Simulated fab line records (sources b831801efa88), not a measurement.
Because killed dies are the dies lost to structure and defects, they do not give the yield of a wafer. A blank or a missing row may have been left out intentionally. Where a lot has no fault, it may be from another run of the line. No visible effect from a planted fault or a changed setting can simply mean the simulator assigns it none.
fab line records	flow sky130
record: lots: 24	wafers: 72	last_day: 50
route steps=708 shown SPACER@305 CONTACT@423 VIA1@474 METAL3@535 METAL4@601
lots with no fault: from the same line, run without faults
start_h: hours from the record's opening day to when the first of the lot's shown wafers began	wait_h: hours from the lot's prior step to this one	" identical to the entry in the row above	L1.1+2: a single row standing in for several wafers	- no value, or no start given	* or withheld: withheld	< > ~ a bound
route shown NAME@n: NAME is a module with steps in the file, n the number in the route of the first one	usual: mean/standard deviation of fault-free wafers	same: alike in all rows	chamber/n: place in a boat	sites: each site's reading	_std_site: standard deviation of those values	_edge_site: the outer-site mean with the inner-site mean subtracted	radius_mm: for every site, how far away it sits from the centre of the wafer	mask NAME#n: copy n	behind: the tool/chamber that last shaped the wafer	hold: the reason the lot was held/the length of the hold in hours/how it ended	device: which transistor (n, p or np) failed to switch	end of line: the route-end tests of the same wafers	where a step has no rows: the recipe by itself	killed: count of dies lost to structure and defects at first sort (not the wafer's yield)	map: shows each die of a wafer: x if killed, . if not, _ if none is there
set.NAME: the setting the step ran with; set.NAME@STEP: the setting that earlier step ran with	model.NAME: the simulator's own value behind a step, which no gauge read
steps of the route over a sample of lots; a table a step, a row a wafer
services: from which hour (start_h, from the record's first day; less than 0 if before it) a tool's chamber was out of use, for how many hours, and why
== steps ==
step: SKY_SPACER_THK_MEAS_01
recipe: reads: Si3N4_of_SPACER_CVD_00
usual: SPACER_CVD_00_THK: 43.1/0.34
lot.wafer	tool	chamber	start_h	wait_h	SPACER_CVD_00_THK[nm]
L074.3	film_metro-03	-	533.86	0.0	42.9
L074.5	"	-	"	"	43.1
L074.6	"	-	"	"	42.7
L075.1	film_metro-02	-	544.14	0.0	43.8
L075.3	"	-	"	"	43.4
L075.6	"	-	"	"	43.6
L076.2	film_metro-01	-	547.64	0.0	43.1
L076.4	"	-	"	"	43.1
L076.5	"	-	"	"	43.3
L077.1	film_metro-03	-	572.93	0.0	42.7
L077.4	"	-	"	"	42.4
L077.6	"	-	"	"	42.6
L078.2	film_metro-01	-	599.39	0.0	43.5
L078.4	"	-	"	"	43.9
L078.6	"	-	"	"	43.5
L080.1	film_metro-02	-	607.73	0.0	43.1
L080.2	"	-	"	"	43.5
L080.3	"	-	"	"	43.5
L079.2	film_metro-03	-	608.94	0.0	43.0
L079.4	"	-	"	"	42.7
L079.6	"	-	"	"	43.4
L082.2	film_metro-02	-	623.57	0.0	43.1
L082.3	"	-	"	"	43.1
L082.6	"	-	"	"	43.3
L081.3	film_metro-03	-	623.58	0.0	42.9
L081.5	"	-	"	"	42.5
L081.6	"	-	"	"	42.4
L083.2	film_metro-02	-	628.99	0.0	43.0
L083.3	"	-	"	"	43.2
L083.6	"	-	"	"	43.2
L084.2	film_metro-02	-	633.59	0.0	43.0
L084.3	"	-	"	"	42.9
L084.6	"	-	"	"	42.8
L085.3	film_metro-03	-	633.60	0.0	43.4
L085.4	"	-	"	"	43.2
L085.5	"	-	"	"	43.1
L087.2	film_metro-03	-	647.22	0.0	42.7
L087.3	"	-	"	"	43.1
L087.6	"	-	"	"	43.0
L086.1	film_metro-02	-	651.84	0.0	43.2
L086.3	"	-	"	"	42.9
L086.4	"	-	"	"	43.2
L089.1	film_metro-01	-	666.33	0.0	43.0
L089.2	"	-	"	"	42.6
L089.3	"	-	"	"	42.7
L088.3	film_metro-03	-	671.39	0.0	43.1
L088.5	"	-	"	"	42.7
L088.6	"	-	"	"	42.9
L090.1	film_metro-03	-	674.99	0.0	43.2
L090.2	"	-	"	"	43.6
L090.5	"	-	"	"	43.2
L091.1	film_metro-03	-	680.54	0.0	42.9
L091.5	"	-	"	"	43.1
L091.6	"	-	"	"	43.8
L092.2	film_metro-02	-	687.04	0.0	43.3
L092.4	"	-	"	"	43.3
L092.5	"	-	"	"	42.6
L093.1	film_metro-01	-	689.20	0.0	42.9
L093.2	"	-	"	"	43.1
L093.6	"	-	"	"	43.5
L094.1	film_metro-03	-	695.38	0.0	43.8
L094.5	"	-	"	"	44.0
L094.6	"	-	"	"	43.5
L095.4	film_metro-02	-	716.41	0.0	43.3
L095.5	"	-	"	"	43.3
L095.6	"	-	"	"	43.5
L096.1	film_metro-01	-	718.94	0.0	43.3
L096.2	"	-	"	"	43.3
L096.4	"	-	"	"	43.2
L097.4	film_metro-02	-	720.18	0.0	42.8
L097.5	"	-	"	"	42.9
L097.6	"	-	"	"	42.8
step: SKY_CONTACT_ETCH_17
recipe: target: SiO2	chemistry: C4F8/O2/Ar	stop_on: Si3N4	mask_material: KrF-thick	source_w: 1500	bias_w: 1200	pressure_mtorr: 40	c4f8_flow_sccm: withheld	O2_flow_sccm: 6	Ar_flow_sccm: 300	time_s: withheld	target_depth_a: 3400
usual: oes_product_au: 0.892/0.0047
lot.wafer	tool	chamber	start_h	wait_h	oes_product_au
L074.3	rie_diel-03	2	742.12	0.0	0.896
L074.5	"	2	"	"	0.895
L074.6	"	3	"	"	0.897
L075.1	rie_diel-04	2	751.40	0.0	0.896
L075.3	"	2	"	"	0.893
L075.6	"	2	"	"	0.893
L076.2	rie_diel-04	2	756.51	0.0	0.891
L076.4	"	2	"	"	0.887
L076.5	"	0	"	"	0.884
L077.1	rie_diel-03	0	776.98	0.0	0.895
L077.4	"	2	"	"	0.892
L077.6	"	0	"	"	0.890
L078.2	rie_diel-02	2	799.88	0.0	0.887
L078.4	"	3	"	"	0.898
L078.6	"	2	"	"	0.890
L080.1	rie_diel-02	1	808.22	0.0	0.897
L080.2	"	2	"	"	0.891
L080.3	"	0	"	"	0.883
L079.2	rie_diel-03	1	808.63	0.0	0.894
L079.4	"	0	"	"	0.892
L079.6	"	1	"	"	0.892
L081.3	rie_diel-02	1	823.68	0.0	0.890
L081.5	"	2	"	"	0.895
L081.6	"	3	"	"	0.894
L082.2	rie_diel-04	0	825.97	0.0	0.898
L082.3	"	1	"	"	0.888
L082.6	"	2	"	"	0.891
L083.2	rie_diel-04	0	827.93	0.0	0.887
L083.3	"	3	"	"	0.897
L083.6	"	0	"	"	0.894
L085.3	rie_diel-04	3	828.73	0.0	0.895
L085.4	"	1	"	"	0.888
L085.5	"	0	"	"	0.892
L084.2	rie_diel-03	1	829.08	0.0	0.887
L084.3	"	2	"	"	0.896
L084.6	"	0	"	"	0.889
L087.2	rie_diel-03	3	842.43	0.0	0.895
L087.3	"	0	"	"	0.897
L087.6	"	1	"	"	0.888
L086.1	rie_diel-02	2	848.73	0.0	0.887
L086.3	"	1	"	"	0.885
L086.4	"	3	"	"	0.894
L089.1	rie_diel-02	3	862.38	0.0	0.897
L089.2	"	2	"	"	0.902
L089.3	"	0	"	"	0.897
L088.3	rie_diel-04	0	866.83	0.0	0.892
L088.5	"	2	"	"	0.895
L088.6	"	3	"	"	0.887
L090.1	rie_diel-04	1	875.17	0.0	0.894
L090.2	"	2	"	"	0.889
L090.5	"	1	"	"	0.889
L091.1	rie_diel-04	1	877.87	0.0	0.891
L091.5	"	0	"	"	0.893
L091.6	"	3	"	"	0.893
L092.2	rie_diel-02	2	880.73	0.0	0.903
L092.4	"	1	"	"	0.884
L092.5	"	0	"	"	0.897
L093.1	rie_diel-03	1	882.22	0.0	0.884
L093.2	"	2	"	"	0.899
L093.6	"	2	"	"	0.887
L094.1	rie_diel-04	1	887.22	0.0	0.896
L094.5	"	3	"	"	0.892
L094.6	"	2	"	"	0.899
L095.4	rie_diel-04	2	907.52	0.0	0.892
L095.5	"	3	"	"	0.896
L095.6	"	2	"	"	0.892
L096.1	rie_diel-04	1	908.95	0.0	0.891
L096.2	"	0	"	"	0.892
L096.4	"	2	"	"	0.885
L097.4	rie_diel-02	2	910.23	0.0	0.892
L097.5	"	2	"	"	0.892
L097.6	"	1	"	"	0.895
step: SKY_VIA1_STRIP_16
recipe: chemistry: O2/N2	power_w: 1400	pressure_mtorr: 1500	platen_temp_c: withheld	o2_flow_sccm: 3000	n2_flow_sccm: 300	overash_fraction: 0.5
usual: drypump_motor_current_A: 5.67/0.3	o2_flow_sccm: 2999/9.8	oes_product_au: 0.415/0.0046	strip_time_to_endpoint_s: 4.452/0.022
lot.wafer	tool	chamber	start_h	wait_h	drypump_motor_current_A	o2_flow_sccm	oes_product_au	rf_hours_counter_h	strip_time_to_endpoint_s
L074.3	plasma_asher-03	1	798.36	0.1	5.80	3007	0.420	-	4.455
L074.5	"	0	"	"	5.45	2989	0.423	-	4.429
L074.6	"	1	"	"	5.82	2994	0.412	-	4.427
L075.1	plasma_asher-03	0	806.08	0.0	5.43	3016	0.418	37	4.430
L075.3	"	0	"	"	5.40	3010	0.418	-	4.467
L075.6	"	0	"	"	5.45	3018	0.413	-	4.432
L076.2	plasma_asher-01	1	813.13	0.0	5.80	3002	0.406	96	4.440
L076.4	"	0	"	"	6.32	2981	0.409	-	4.415
L076.5	"	0	"	"	6.33	2992	0.412	-	4.419
L077.1	plasma_asher-04	1	832.48	0.0	5.33	2995	0.414	71	4.468
L077.4	"	1	"	"	5.34	2989	0.417	-	4.458
L077.6	"	1	"	"	5.33	2997	0.421	-	4.462
L078.2	plasma_asher-04	1	856.93	0.0	5.35	2978	0.419	75	4.481
L078.4	"	0	"	"	5.69	2994	0.410	-	4.468
L078.6	"	1	"	"	5.31	3006	0.419	-	4.483
L080.1	plasma_asher-04	0	864.42	0.0	5.69	3019	0.418	76	4.423
L080.2	"	1	"	"	5.32	2990	0.419	76	4.456
L080.3	"	1	"	"	5.34	3001	0.412	-	4.436
L079.2	plasma_asher-04	1	865.37	0.0	5.28	3008	0.413	76	4.445
L079.4	"	1	"	"	5.30	2992	0.418	-	4.458
L079.6	"	1	"	"	5.32	2983	0.414	-	4.440
L081.3	plasma_asher-04	0	879.81	0.1	5.69	3001	0.411	-	4.436
L081.5	"	1	"	"	5.30	3000	0.417	-	4.474
L081.6	"	0	"	"	5.70	3001	0.416	-	4.462
L082.2	plasma_asher-03	1	881.73	0.0	5.82	3013	0.409	43	4.461
L082.3	"	1	"	"	5.84	3009	0.416	-	4.428
L082.6	"	0	"	"	5.44	3008	0.414	-	4.454
L083.2	plasma_asher-01	0	882.68	0.0	6.28	2975	0.426	106	4.490
L083.3	"	0	"	"	6.29	2975	0.420	-	4.448
L083.6	"	1	"	"	5.80	2996	0.415	-	4.467
L085.3	plasma_asher-03	1	884.26	0.1	5.83	2995	0.405	-	4.489
L085.4	"	0	"	"	5.42	2996	0.412	-	4.491
L085.5	"	0	"	"	5.46	3000	0.412	-	4.478
L084.2	plasma_asher-04	1	884.77	0.0	5.31	2987	0.418	78	4.453
L084.3	"	1	"	"	5.30	3004	0.416	-	4.478
L084.6	"	0	"	"	5.71	3007	0.415	-	4.445
L087.2	plasma_asher-03	1	896.78	0.0	5.87	3001	0.413	44	4.429
L087.3	"	0	"	"	5.37	3003	0.418	-	4.451
L087.6	"	1	"	"	5.86	3008	0.415	-	4.464
L086.1	plasma_asher-03	1	903.03	0.0	5.81	2992	0.410	45	4.442
L086.3	"	0	"	"	5.40	2998	0.425	-	4.443
L086.4	"	1	"	"	5.84	2993	0.409	-	4.444
L089.1	plasma_asher-01	0	915.93	0.0	6.31	3012	0.409	109	4.415
L089.2	"	1	"	"	5.80	3009	0.410	109	4.417
L089.3	"	1	"	"	5.81	3001	0.411	-	4.418
L088.3	plasma_asher-04	1	921.06	0.1	5.31	3004	0.423	-	4.464
L088.5	"	0	"	"	5.69	2993	0.414	-	4.437
L088.6	"	1	"	"	5.30	3013	0.406	-	4.428
L090.1	plasma_asher-03	0	930.42	0.0	5.38	3000	0.409	47	4.486
L090.2	"	1	"	"	5.83	3001	0.421	47	4.458
L090.5	"	0	"	"	5.42	2993	0.418	-	4.478
L091.1	plasma_asher-04	0	932.83	0.0	5.70	3005	0.419	83	4.441
L091.5	"	1	"	"	5.35	3012	0.413	-	4.438
L091.6	"	0	"	"	5.70	3014	0.412	-	4.417
L092.2	plasma_asher-03	0	936.28	0.0	5.39	2988	0.419	48	4.434
L092.4	"	0	"	"	5.40	2996	0.415	-	4.449
L092.5	"	1	"	"	5.84	2986	0.420	-	4.420
L093.1	plasma_asher-01	0	937.78	0.0	6.31	3012	0.416	111	4.433
L093.2	"	1	"	"	5.78	2980	0.420	111	4.480
L093.6	"	0	"	"	6.33	2997	0.417	-	4.468
L094.1	plasma_asher-01	1	942.08	0.0	5.79	2994	0.407	111	4.412
L094.5	"	1	"	"	5.78	2991	0.417	-	4.464
L094.6	"	0	"	"	6.30	2987	0.418	-	4.463
L095.4	plasma_asher-04	1	960.95	0.1	5.35	2999	0.412	-	4.454
L095.5	"	1	"	"	5.33	2998	0.424	-	4.449
L095.6	"	0	"	"	5.70	2998	0.417	-	4.496
L096.1	plasma_asher-03	1	961.27	0.0	5.84	3007	0.408	51	4.445
L096.2	"	0	"	"	5.43	2994	0.410	51	4.433
L096.4	"	1	"	"	5.84	3002	0.425	-	4.417
L097.4	plasma_asher-03	0	964.61	0.1	5.37	2990	0.423	-	4.445
L097.5	"	1	"	"	5.83	2999	0.414	-	4.489
L097.6	"	0	"	"	5.35	2988	0.416	-	4.456
step: SKY_METAL3_SPUTTER_03
recipe: material: Ti	target_thk_nm: 5	power_w: 3000	time_s: 3.3	chamber_pressure_pa: 0.4
usual: throttle_valve_pct: 30.1/1.4
lot.wafer	tool	chamber	start_h	wait_h	throttle_valve_pct
L074.3	pvd_sputter-01	-	856.99	0.0	30.9
L074.5	"	-	"	"	29.9
L074.6	"	-	"	"	28.2
L075.1	pvd_sputter-03	-	865.28	0.0	27.9
L075.3	"	-	"	"	29.8
L075.6	"	-	"	"	27.7
L076.2	pvd_sputter-03	-	869.34	0.0	28.1
L076.4	"	-	"	"	30.1
L076.5	"	-	"	"	27.8
L077.1	pvd_sputter-04	-	889.25	0.0	31.6
L077.4	"	-	"	"	33.1
L077.6	"	-	"	"	33.1
L078.2	pvd_sputter-01	-	913.37	0.0	28.4
L078.4	"	-	"	"	29.9
L078.6	"	-	"	"	30.0
L080.1	pvd_sputter-04	-	918.99	0.0	28.8
L080.2	"	-	"	"	28.8
L080.3	"	-	"	"	32.7
L079.2	pvd_sputter-04	-	921.58	0.0	32.8
L079.4	"	-	"	"	31.3
L079.6	"	-	"	"	29.0
L081.3	pvd_sputter-04	-	935.47	0.0	28.9
L081.5	"	-	"	"	31.2
L081.6	"	-	"	"	29.2
L082.2	pvd_sputter-03	-	937.99	0.0	28.0
L082.3	"	-	"	"	30.1
L082.6	"	-	"	"	29.8
L083.2	pvd_sputter-03	-	939.87	0.0	31.2
L083.3	"	-	"	"	29.8
L083.6	"	-	"	"	30.1
L085.3	pvd_sputter-04	-	941.39	0.0	28.9
L085.4	"	-	"	"	31.3
L085.5	"	-	"	"	31.6
L084.2	pvd_sputter-01	-	941.68	0.0	28.5
L084.3	"	-	"	"	30.9
L084.6	"	-	"	"	30.1
L087.2	pvd_sputter-03	-	951.44	0.0	28.1
L087.3	"	-	"	"	29.7
L087.6	"	-	"	"	29.8
L086.1	pvd_sputter-01	-	959.03	0.0	29.7
L086.3	"	-	"	"	30.1
L086.4	"	-	"	"	28.3
L089.1	pvd_sputter-04	-	969.75	0.0	28.9
L089.2	"	-	"	"	29.0
L089.3	"	-	"	"	32.8
L088.3	pvd_sputter-04	-	975.09	0.0	29.1
L088.5	"	-	"	"	31.4
L088.6	"	-	"	"	28.9
L090.1	pvd_sputter-03	-	983.39	0.0	30.0
L090.2	"	-	"	"	27.9
L090.5	"	-	"	"	29.9
L091.1	pvd_sputter-04	-	985.69	0.0	31.3
L091.5	"	-	"	"	32.9
L091.6	"	-	"	"	31.2
L092.2	pvd_sputter-01	-	989.04	0.0	30.2
L092.4	"	-	"	"	30.8
L092.5	"	-	"	"	28.1
L093.1	pvd_sputter-01	-	989.94	0.0	28.2
L093.2	"	-	"	"	30.2
L093.6	"	-	"	"	30.2
L094.1	pvd_sputter-03	-	993.84	0.0	27.9
L094.5	"	-	"	"	27.9
L094.6	"	-	"	"	29.8
L095.4	pvd_sputter-01	-	1014.41	0.0	30.1
L095.5	"	-	"	"	30.7
L095.6	"	-	"	"	30.1
L096.1	pvd_sputter-03	-	1014.69	0.0	30.1
L096.2	"	-	"	"	28.0
L096.4	"	-	"	"	29.9
L097.4	pvd_sputter-04	-	1018.78	0.0	29.0
L097.5	"	-	"	"	32.9
L097.6	"	-	"	"	29.0
step: SKY_METAL3_SPUTTER_04
recipe: material: TiN	target_thk_nm: 70	power_w: 6500	time_s: 58.3	chamber_pressure_pa: 0.4
usual: throttle_valve_pct: 30.0/1.4
lot.wafer	tool	chamber	start_h	wait_h	throttle_valve_pct
L074.3	pvd_sputter-01	-	857.01	0.0	30.6
L074.5	"	-	"	"	29.9
L074.6	"	-	"	"	28.2
L075.1	pvd_sputter-03	-	865.30	0.0	28.1
L075.3	"	-	"	"	29.9
L075.6	"	-	"	"	28.2
L076.2	pvd_sputter-03	-	869.36	0.0	27.5
L076.4	"	-	"	"	30.0
L076.5	"	-	"	"	27.7
L077.1	pvd_sputter-04	-	889.27	0.0	31.5
L077.4	"	-	"	"	33.0
L077.6	"	-	"	"	33.0
L078.2	pvd_sputter-01	-	913.38	0.0	28.3
L078.4	"	-	"	"	29.5
L078.6	"	-	"	"	30.1
L080.1	pvd_sputter-04	-	919.01	0.0	28.8
L080.2	"	-	"	"	28.9
L080.3	"	-	"	"	33.1
L079.2	pvd_sputter-04	-	921.60	0.0	33.0
L079.4	"	-	"	"	31.6
L079.6	"	-	"	"	28.9
L081.3	pvd_sputter-04	-	935.49	0.0	29.3
L081.5	"	-	"	"	31.4
L081.6	"	-	"	"	29.1
L082.2	pvd_sputter-03	-	938.01	0.0	28.1
L082.3	"	-	"	"	29.8
L082.6	"	-	"	"	30.0
L083.2	pvd_sputter-03	-	939.89	0.0	30.9
L083.3	"	-	"	"	29.9
L083.6	"	-	"	"	30.0
L085.3	pvd_sputter-04	-	941.41	0.0	28.9
L085.4	"	-	"	"	31.3
L085.5	"	-	"	"	31.4
L084.2	pvd_sputter-01	-	941.70	0.0	28.5
L084.3	"	-	"	"	30.7
L084.6	"	-	"	"	29.9
L087.2	pvd_sputter-03	-	951.46	0.0	28.2
L087.3	"	-	"	"	30.0
L087.6	"	-	"	"	29.8
L086.1	pvd_sputter-01	-	959.05	0.0	29.9
L086.3	"	-	"	"	29.9
L086.4	"	-	"	"	28.4
L089.1	pvd_sputter-04	-	969.77	0.0	29.0
L089.2	"	-	"	"	28.9
L089.3	"	-	"	"	32.8
L088.3	pvd_sputter-04	-	975.11	0.0	29.0
L088.5	"	-	"	"	31.1
L088.6	"	-	"	"	28.9
L090.1	pvd_sputter-03	-	983.40	0.0	30.0
L090.2	"	-	"	"	27.8
L090.5	"	-	"	"	30.1
L091.1	pvd_sputter-04	-	985.71	0.0	31.3
L091.5	"	-	"	"	32.7
L091.6	"	-	"	"	31.1
L092.2	pvd_sputter-01	-	989.06	0.0	29.9
L092.4	"	-	"	"	30.8
L092.5	"	-	"	"	28.5
L093.1	pvd_sputter-01	-	989.96	0.0	28.2
L093.2	"	-	"	"	29.8
L093.6	"	-	"	"	30.0
L094.1	pvd_sputter-03	-	993.86	0.0	28.0
L094.5	"	-	"	"	27.8
L094.6	"	-	"	"	29.9
L095.4	pvd_sputter-01	-	1014.43	0.0	30.0
L095.5	"	-	"	"	30.5
L095.6	"	-	"	"	30.0
L096.1	pvd_sputter-03	-	1014.71	0.0	30.0
L096.2	"	-	"	"	28.0
L096.4	"	-	"	"	30.2
L097.4	pvd_sputter-04	-	1018.80	0.0	29.1
L097.5	"	-	"	"	32.5
L097.6	"	-	"	"	28.7
step: SKY_METAL4_SPUTTER_03
recipe: material: Ti	target_thk_nm: 5	power_w: 3000	time_s: 3.3	chamber_pressure_pa: 0.4
usual: throttle_valve_pct: 30.1/1.2
lot.wafer	tool	chamber	start_h	wait_h	throttle_valve_pct
L074.3	pvd_sputter-02	-	938.49	0.0	30.7
L074.5	"	-	"	"	31.8
L074.6	"	-	"	"	28.6
L075.1	pvd_sputter-02	-	945.60	0.0	30.1
L075.3	"	-	"	"	28.8
L075.6	"	-	"	"	32.1
L076.2	pvd_sputter-01	-	949.07	0.0	28.4
L076.4	"	-	"	"	31.0
L076.5	"	-	"	"	30.8
L077.1	pvd_sputter-01	-	968.48	0.0	29.8
L077.4	"	-	"	"	29.7
L077.6	"	-	"	"	28.5
L078.2	pvd_sputter-01	-	992.38	0.0	28.5
L078.4	"	-	"	"	30.0
L078.6	"	-	"	"	28.4
L080.1	pvd_sputter-02	-	997.56	0.0	28.9
L080.2	"	-	"	"	32.2
L080.3	"	-	"	"	30.9
L079.2	pvd_sputter-01	-	999.28	0.0	30.8
L079.4	"	-	"	"	29.9
L079.6	"	-	"	"	31.0
L081.3	pvd_sputter-02	-	1012.02	0.0	32.1
L081.5	"	-	"	"	30.1
L081.6	"	-	"	"	32.1
L082.2	pvd_sputter-02	-	1014.09	0.0	32.1
L082.3	"	-	"	"	29.0
L082.6	"	-	"	"	32.0
L083.2	pvd_sputter-01	-	1016.05	0.0	30.1
L083.3	"	-	"	"	27.9
L083.6	"	-	"	"	29.9
L085.3	pvd_sputter-02	-	1017.88	0.0	30.3
L085.4	"	-	"	"	31.0
L085.5	"	-	"	"	31.1
L084.2	pvd_sputter-01	-	1018.18	0.0	28.1
L084.3	"	-	"	"	30.1
L084.6	"	-	"	"	28.4
L087.2	pvd_sputter-02	-	1026.07	0.0	30.5
L087.3	"	-	"	"	29.1
L087.6	"	-	"	"	28.8
L086.1	pvd_sputter-01	-	1035.14	0.0	28.4
L086.3	"	-	"	"	30.2
L086.4	"	-	"	"	29.9
L089.1	pvd_sputter-03	-	1044.03	0.0	30.3
L089.2	"	-	"	"	30.7
L089.3	"	-	"	"	30.2
L088.3	pvd_sputter-02	-	1049.88	0.0	32.0
L088.5	"	-	"	"	29.0
L088.6	"	-	"	"	30.9
L090.1	pvd_sputter-02	-	1057.81	0.0	29.9
L090.2	"	-	"	"	32.1
L090.5	"	-	"	"	31.8
L091.1	pvd_sputter-02	-	1060.25	0.0	28.6
L091.5	"	-	"	"	30.9
L091.6	"	-	"	"	30.3
L092.2	pvd_sputter-01	-	1063.07	0.0	30.2
L092.4	"	-	"	"	28.4
L092.5	"	-	"	"	30.8
L093.1	pvd_sputter-03	-	1063.73	0.0	29.8
L093.2	"	-	"	"	31.1
L093.6	"	-	"	"	30.2
L094.1	pvd_sputter-03	-	1069.62	0.0	29.9
L094.5	"	-	"	"	31.1
L094.6	"	-	"	"	27.9
L095.4	pvd_sputter-02	-	1086.60	0.0	28.9
L095.5	"	-	"	"	28.9
L095.6	"	-	"	"	31.0
L096.1	pvd_sputter-01	-	1087.20	0.0	29.9
L096.2	"	-	"	"	30.7
L096.4	"	-	"	"	28.5
L097.4	pvd_sputter-01	-	1091.29	0.0	29.8
L097.5	"	-	"	"	29.8
L097.6	"	-	"	"	28.5
== services ==
tool	chamber	start_h	hours	kind
pvd_sputter-01	-	733.14	7.9	repair
rie_diel-04	1	749.76	14.4	repair
pvd_sputter-01	-	768.24	0.6	repair
rie_diel-04	-	795.13	14.6	pm
pvd_sputter-02	-	797.67	4.1	repair
plasma_asher-04	-	801.13	14.6	pm
rie_diel-04	-	814.80	0.6	repair
rie_diel-02	0	816.98	3.0	repair
pvd_sputter-02	-	817.51	1.0	repair
pvd_sputter-01	-	819.52	3.0	repair
plasma_asher-03	-	844.57	17.3	repair
plasma_asher-03	-	853.13	0.9	repair
rie_diel-04	0	917.82	4.9	repair
rie_diel-02	-	926.02	0.2	repair
pvd_sputter-01	-	944.01	3.1	repair
plasma_asher-04	-	955.20	2.1	repair
pvd_sputter-04	-	956.39	2.9	repair
rie_diel-04	-	958.96	8.2	repair
pvd_sputter-04	-	980.03	1.2	repair
rie_diel-04	-	980.94	0.4	repair
rie_diel-04	-	997.98	0.2	repair
rie_diel-04	0	1036.99	5.0	repair
plasma_asher-03	-	1049.32	12.8	repair
plasma_asher-04	-	1061.27	22.5	repair
== key ==
fault none
